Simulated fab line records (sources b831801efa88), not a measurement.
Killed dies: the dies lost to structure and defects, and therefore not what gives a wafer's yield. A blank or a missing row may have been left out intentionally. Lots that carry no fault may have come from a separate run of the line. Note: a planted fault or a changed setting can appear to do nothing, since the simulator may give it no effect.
fab line records	flow gf180mcu
[record] lots = 14	wafers = 42	lastDay = 34
route steps=602 shown V3@430 M4@472 V4@490
lots that met no fault: from a run of the same line without faults
startH: start of the lot's first displayed wafer, in hours after the record's first day	waitH: hours from the lot's prior step to this one	" the same as in the row above	L1.1+2: a row that stands for several wafers	- value missing, or start not given	* or withheld: withheld	< > ~ a bound
route shown NAME@n: NAME is a module with steps in the file, n the number in the route of the first one	usual: mean/standard deviation of fault-free wafers	same: alike in all rows	chamber/n: place in a boat	sites: readings site by site	_std_site: the standard deviation of these	_edge_site: outer sites' mean less inner sites'	radiusMm: for every site, how far away it sits from the centre of the wafer	mask NAME#n: copy n	behind: the most recent tool/chamber to have shaped the wafer	hold: the reason the lot was held/the length of the hold in hours/how it ended	device: the n, p or np transistor that did not switch	end of line: the route-end tests of the same wafers	step lacking rows: just its recipe	killed: at the first sort, the dies lost to defects and structure; wafer yield is something else	map: dies across one wafer; x = killed, . = not, _ = none there
set.NAME: the setting the step ran with; set.NAME@STEP: the setting that earlier step ran with	model.NAME: the simulator's own value behind a step, which no gauge read
one table for each step of the route and one row for each wafer, over a sample of lots
services: from which hour (startH, from the record's first day; less than 0 if before it) a tool's chamber was out of use, for how many hours, and why
[[steps]]
[step GF_V3_THK_MEAS_01]
[recipe] reads = SiO2_of_V3_CVD_00
[usual] V3_CVD_00_THK = 602/7.3
lot.wafer	tool	chamber	startH	waitH	V3_CVD_00_THK[nm]
L981.2	filmMetro-03	-	495.51	0.0	607
L981.3	"	-	"	"	613
L981.6	"	-	"	"	603
L982.1	filmMetro-03	-	509.71	0.0	605
L982.4	"	-	"	"	594
L982.6	"	-	"	"	598
L985.4	filmMetro-02	-	535.71	0.0	591
L985.5	"	-	"	"	598
L985.6	"	-	"	"	606
L986.4	filmMetro-02	-	541.35	0.0	615
L986.5	"	-	"	"	597
L986.6	"	-	"	"	617
L990.4	filmMetro-01	-	576.44	0.0	589
L990.5	"	-	"	"	612
L990.6	"	-	"	"	599
L993.1	filmMetro-02	-	598.54	0.0	591
L993.3	"	-	"	"	591
L993.5	"	-	"	"	582
L995.4	filmMetro-01	-	613.72	0.0	606
L995.5	"	-	"	"	603
L995.6	"	-	"	"	605
L997.1	filmMetro-03	-	634.14	0.0	608
L997.4	"	-	"	"	605
L997.5	"	-	"	"	598
L998.4	filmMetro-02	-	637.29	0.0	599
L998.5	"	-	"	"	608
L998.6	"	-	"	"	603
L999.1	filmMetro-02	-	640.90	0.0	602
L999.3	"	-	"	"	607
L999.4	"	-	"	"	596
L100.3	filmMetro-01	-	650.34	0.1	596
L100.4	"	-	"	"	603
L100.5	"	-	"	"	600
L101.1	filmMetro-03	-	655.70	0.0	604
L101.5	"	-	"	"	597
L101.6	"	-	"	"	602
L102.4	filmMetro-02	-	660.69	0.0	603
L102.5	"	-	"	"	601
L102.6	"	-	"	"	598
L103.2	filmMetro-03	-	670.46	0.0	593
L103.4	"	-	"	"	604
L103.5	"	-	"	"	594
[step GF_V3_CVD_02]
[recipe] material = SiO2	targetThkNm = 850	precursor = TEOS	tempC = 400	timeS = 94.851	rfW = 600
[usual] heaterPowerW = 682/84
[same] timeS = 94.851
lot.wafer	tool	chamber	startH	waitH	heaterPowerW
L981.2	pecvd-04	0	495.56	0.0	803
L981.3	"	1	"	"	589
L981.6	"	1	"	"	627
L982.1	pecvd-04	2	509.77	0.1	681
L982.4	"	2	"	"	722
L982.6	"	1	"	"	495
L985.4	pecvd-03	2	535.78	0.1	659
L985.5	"	0	"	"	601
L985.6	"	1	"	"	809
L986.4	pecvd-02	1	541.41	0.1	763
L986.5	"	2	"	"	583
L986.6	"	0	"	"	661
L990.4	pecvd-02	0	576.51	0.1	533
L990.5	"	2	"	"	670
L990.6	"	1	"	"	771
L993.1	pecvd-04	2	598.60	0.1	741
L993.3	"	0	"	"	762
L993.5	"	2	"	"	580
L995.4	pecvd-04	1	613.79	0.1	616
L995.5	"	2	"	"	699
L995.6	"	0	"	"	751
L997.1	pecvd-04	2	634.20	0.1	649
L997.4	"	2	"	"	680
L997.5	"	1	"	"	503
L998.4	pecvd-03	0	637.36	0.1	733
L998.5	"	1	"	"	774
L998.6	"	2	"	"	568
L999.1	pecvd-02	0	640.96	0.1	681
L999.3	"	2	"	"	653
L999.4	"	0	"	"	715
L100.3	pecvd-04	0	650.38	0.0	740
L100.4	"	2	"	"	668
L100.5	"	0	"	"	809
L101.1	pecvd-04	1	655.76	0.1	635
L101.5	"	1	"	"	493
L101.6	"	2	"	"	598
L102.4	pecvd-02	2	660.76	0.1	681
L102.5	"	1	"	"	699
L102.6	"	0	"	"	645
L103.2	pecvd-04	2	670.51	0.0	663
L103.4	"	2	"	"	693
L103.5	"	1	"	"	573
[step GF_M4_METAL_ETCH_16]
[recipe] chemistry = Cl2/BCl3	maskMaterial = KrF	targetDepthNm = 750.8	stopOn = SiO2	pressureMtorr = 8	icpW = 800	biasW = 140	Cl2_flow_sccm = 80	bcl3FlowSccm = 40	timeS = 125.1
[usual] drypumpMotorCurrentA = 5.6/0.35	oesProductAu = 0.991/0.0061	throttleValvePct = 28.229/0.01
[same] timeS = 125.1
lot.wafer	tool	chamber	startH	waitH	drypumpMotorCurrentA	oesProductAu	rfHoursCounterH	throttleValvePct
L981.2	rieMetal-03	0	544.22	0.0	5.3	0.988	13	28.241
L981.3	"	1	"	"	6.0	0.995	-	28.228
L981.6	"	1	"	"	6.0	0.985	-	28.216
L982.1	rieMetal-02	1	557.17	0.0	5.6	0.990	0	28.207
L982.4	"	0	"	"	5.3	0.981	-	28.225
L982.6	"	1	"	"	5.6	0.990	-	28.223
L985.4	rieMetal-03	1	582.20	0.1	6.0	0.917	-	28.305
L985.5	"	1	"	"	6.0	0.919	-	28.302
L985.6	"	1	"	"	6.0	0.917	-	28.311
L986.4	rieMetal-03	1	588.67	0.1	6.0	0.917	-	28.307
L986.5	"	1	"	"	6.0	0.918	-	28.314
L986.6	"	1	"	"	6.0	0.919	-	28.300
L990.4	rieMetal-04	1	620.86	0.1	6.1	0.998	-	28.219
L990.5	"	0	"	"	5.4	0.996	-	28.238
L990.6	"	1	"	"	6.1	0.994	-	28.208
L993.1	rieMetal-04	1	641.77	0.0	6.1	1.001	12	28.232
L993.3	"	1	"	"	6.1	0.992	-	28.229
L993.5	"	1	"	"	6.1	0.997	-	28.216
L995.4	rieMetal-04	0	655.36	0.1	5.4	0.996	-	28.218
L995.5	"	1	"	"	6.1	0.985	-	28.230
L995.6	"	0	"	"	5.4	0.996	-	28.223
L997.1	rieMetal-04	0	674.29	0.0	5.4	0.999	1	28.236
L997.4	"	1	"	"	6.1	0.999	-	28.215
L997.5	"	0	"	"	5.4	0.989	-	28.236
L998.4	rieMetal-03	0	677.67	0.1	5.2	0.986	-	28.241
L998.5	"	0	"	"	5.3	0.980	-	28.242
L998.6	"	0	"	"	5.3	0.990	-	28.237
L999.1	rieMetal-03	0	682.03	0.0	5.3	0.981	4	28.239
L999.3	"	0	"	"	5.3	0.981	-	28.236
L999.4	"	0	"	"	5.3	0.986	-	28.239
L100.3	rieMetal-02	1	691.00	0.1	5.6	0.992	-	28.215
L100.4	"	1	"	"	5.6	1.003	-	28.220
L100.5	"	1	"	"	5.6	0.994	-	28.227
L101.1	rieMetal-02	0	696.22	0.0	5.2	0.985	16	28.222
L101.5	"	0	"	"	5.3	0.986	-	28.225
L101.6	"	1	"	"	5.6	0.989	-	28.228
L102.4	rieMetal-04	0	700.80	0.1	5.4	0.993	-	28.231
L102.5	"	0	"	"	5.4	1.006	-	28.228
L102.6	"	0	"	"	5.4	0.993	-	28.222
L103.2	rieMetal-02	1	709.87	0.0	5.6	1.005	6	28.224
L103.4	"	0	"	"	5.3	0.986	-	28.224
L103.5	"	0	"	"	5.2	0.991	-	28.232
[step GF_M4_STRIP_17]
[recipe] chemistry = O2/N2	powerW = 1400	pressureMtorr = 1500	platenTempC = 250	o2FlowSccm = 3000	n2FlowSccm = 300	overashFraction = 0.5
[usual] drypumpMotorCurrentA = 6.0/0.48	heaterPowerW = 355/34	oesProductAu = 0.537/0.0054	stripTimeToEndpointS = 7.38/0.062
lot.wafer	tool	chamber	startH	waitH	drypumpMotorCurrentA	heaterPowerW	oesProductAu	rfHoursCounterH	stripTimeToEndpointS
L981.2	plasmaAsher-02	0	544.35	0.1	5.6	308	0.545	12	7.50
L981.3	"	0	"	"	5.6	311	0.545	-	7.40
L981.6	"	0	"	"	5.6	313	0.538	-	7.40
L982.1	plasmaAsher-04	1	557.30	0.1	5.3	295	0.536	99	7.37
L982.4	"	1	"	"	5.3	289	0.540	-	7.39
L982.6	"	0	"	"	6.0	371	0.539	-	7.39
L985.4	plasmaAsher-04	0	582.36	0.1	6.0	365	0.560	-	7.73
L985.5	"	0	"	"	6.0	373	0.556	-	7.77
L985.6	"	1	"	"	5.3	304	0.559	-	7.74
L986.4	plasmaAsher-03	1	588.83	0.1	6.7	370	0.555	-	7.80
L986.5	"	0	"	"	6.3	352	0.558	-	7.81
L986.6	"	1	"	"	6.7	382	0.558	-	7.78
L990.4	plasmaAsher-03	1	620.98	0.1	6.7	386	0.539	-	7.32
L990.5	"	1	"	"	6.7	378	0.534	-	7.32
L990.6	"	0	"	"	6.3	355	0.533	-	7.29
L993.1	plasmaAsher-02	0	642.03	0.2	5.6	311	0.535	22	7.30
L993.3	"	1	"	"	5.5	403	0.541	-	7.29
L993.5	"	0	"	"	5.6	314	0.540	-	7.24
L995.4	plasmaAsher-02	0	655.48	0.1	5.7	324	0.537	-	7.38
L995.5	"	0	"	"	5.6	311	0.536	-	7.34
L995.6	"	1	"	"	5.5	404	0.531	-	7.38
L997.1	plasmaAsher-03	0	674.42	0.1	6.3	345	0.537	89	7.36
L997.4	"	0	"	"	6.3	353	0.542	-	7.36
L997.5	"	0	"	"	6.3	347	0.537	-	7.37
L998.4	plasmaAsher-03	1	677.83	0.1	6.7	364	0.537	-	7.45
L998.5	"	0	"	"	6.3	351	0.547	-	7.46
L998.6	"	1	"	"	6.7	376	0.538	-	7.42
L999.1	plasmaAsher-04	0	682.29	0.2	6.0	371	0.537	112	7.49
L999.3	"	1	"	"	5.3	290	0.541	-	7.52
L999.4	"	0	"	"	6.0	361	0.548	-	7.50
L100.3	plasmaAsher-03	1	691.21	0.2	6.6	368	0.533	-	7.31
L100.4	"	0	"	"	6.3	346	0.533	-	7.32
L100.5	"	0	"	"	6.3	343	0.535	-	7.27
L101.1	plasmaAsher-02	1	696.35	0.1	5.6	405	0.533	28	7.43
L101.5	"	1	"	"	5.6	399	0.541	-	7.46
L101.6	"	0	"	"	5.6	314	0.538	-	7.38
L102.4	plasmaAsher-03	0	700.96	0.1	6.3	361	0.525	-	7.30
L102.5	"	1	"	"	6.7	370	0.536	-	7.32
L102.6	"	0	"	"	6.3	355	0.535	-	7.32
L103.2	plasmaAsher-04	0	710.00	0.1	6.0	366	0.531	115	7.28
L103.4	"	1	"	"	5.3	298	0.534	-	7.35
L103.5	"	0	"	"	6.0	361	0.543	-	7.35
[step GF_V4_CD_MEAS_14]
[recipe] targetCdNm = 260
[usual] cdNm = 260.1/1.3
lot.wafer	tool	chamber	startH	waitH	cdNm
L981.2	cdSem-01	-	568.03	0.1	259.1
L981.3	"	-	"	"	259.8
L981.6	"	-	"	"	260.3
L982.1	cdSem-02	-	579.76	0.1	259.9
L982.4	"	-	"	"	259.2
L982.6	"	-	"	"	260.3
L985.4	cdSem-01	-	604.59	0.1	257.0
L985.5	"	-	"	"	258.5
L985.6	"	-	"	"	259.0
L986.4	cdSem-02	-	610.47	0.1	258.9
L986.5	"	-	"	"	259.0
L986.6	"	-	"	"	260.0
L990.4	cdSem-02	-	642.52	0.1	259.6
L990.5	"	-	"	"	260.0
L990.6	"	-	"	"	259.7
L993.1	cdSem-01	-	662.28	0.1	261.3
L993.3	"	-	"	"	262.1
L993.5	"	-	"	"	260.9
L995.4	cdSem-01	-	676.62	0.1	260.4
L995.5	"	-	"	"	258.5
L995.6	"	-	"	"	259.8
L997.1	cdSem-01	-	694.58	0.1	259.3
L997.4	"	-	"	"	257.2
L997.5	"	-	"	"	258.6
L998.4	cdSem-01	-	698.08	0.1	258.8
L998.5	"	-	"	"	259.1
L998.6	"	-	"	"	258.0
L999.1	cdSem-02	-	702.63	0.1	259.1
L999.3	"	-	"	"	258.4
L999.4	"	-	"	"	259.0
L100.3	cdSem-02	-	711.05	0.1	262.3
L100.4	"	-	"	"	262.7
L100.5	"	-	"	"	262.1
L101.1	cdSem-02	-	715.96	0.1	262.0
L101.5	"	-	"	"	263.2
L101.6	"	-	"	"	262.5
L102.4	cdSem-02	-	720.22	0.1	261.2
L102.5	"	-	"	"	260.1
L102.6	"	-	"	"	261.2
L103.2	cdSem-01	-	728.75	0.1	260.5
L103.4	"	-	"	"	261.3
L103.5	"	-	"	"	260.1
[[services]]
tool	chamber	startH	hours	kind
plasmaAsher-02	-	481.58	2.8	pm
pecvd-03	-	489.62	2.8	pm
plasmaAsher-03	-	492.00	4.3	repair
pecvd-02	-	499.83	14.6	pm
pecvd-04	-	504.65	2.9	repair
rieMetal-04	-	511.31	0.3	repair
pecvd-03	-	516.73	1.7	repair
rieMetal-03	0	572.61	-	clean
rieMetal-03	0	572.61	18.0	scheduledDown
rieMetal-03	0	572.61	18.0	ventCycle
pecvd-03	-	577.35	0.8	pm
pecvd-02	-	591.12	14.0	pm
rieMetal-02	1	594.37	11.6	repair
pecvd-02	-	595.75	1.4	repair
plasmaAsher-04	-	619.48	2.4	repair
rieMetal-04	0	624.79	7.1	repair
pecvd-04	-	626.77	4.2	repair
pecvd-04	-	645.80	2.8	pm
pecvd-02	0	652.63	7.7	repair
plasmaAsher-04	-	671.18	1.6	repair
pecvd-02	-	684.45	5.5	pm
rieMetal-02	0	687.91	7.6	repair
plasmaAsher-03	-	688.28	2.8	pm
plasmaAsher-04	-	702.35	2.8	pm
[[key]]
[firstSign] step = GF_M4_METAL_ETCH_16	reading = oesProductAu	direction = down	sigmas = 12	usual = 0.991	struck = 0.918
[effect] step = GF_M4_METAL_ETCH_16	reading = throttleValvePct	direction = up	sigmas = 7.6	usual = 28.229	struck = 28.306
[effect] step = GF_M4_STRIP_17	reading = stripTimeToEndpointS	direction = up	sigmas = 6.2	usual = *	struck = *
metAt GF_M4_METAL_ETCH_16
struckLots L985,L986
struckWafers L985.4,L985.5,L985.6,L986.4,L986.5,L986.6
sortLeftOut L985.4,L985.5,L985.6,L986.4,L986.5,L986.6
notActingAt GF_V3_THK_MEAS_01,GF_V3_CVD_02,GF_V4_CD_MEAS_14
onsetBetween 544.22 582.20
[fault] kind = processParameterDrift	tool = rieMetal-03	chamber = 1	onsetH = 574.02	steps = GF_M4_METAL_ETCH_16	channel = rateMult	offset = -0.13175	shape = step
// sortLeftOut: the simulated sort isn't trusted on such a fault, so these wafers' sort isn't shown, and their yield isn't known
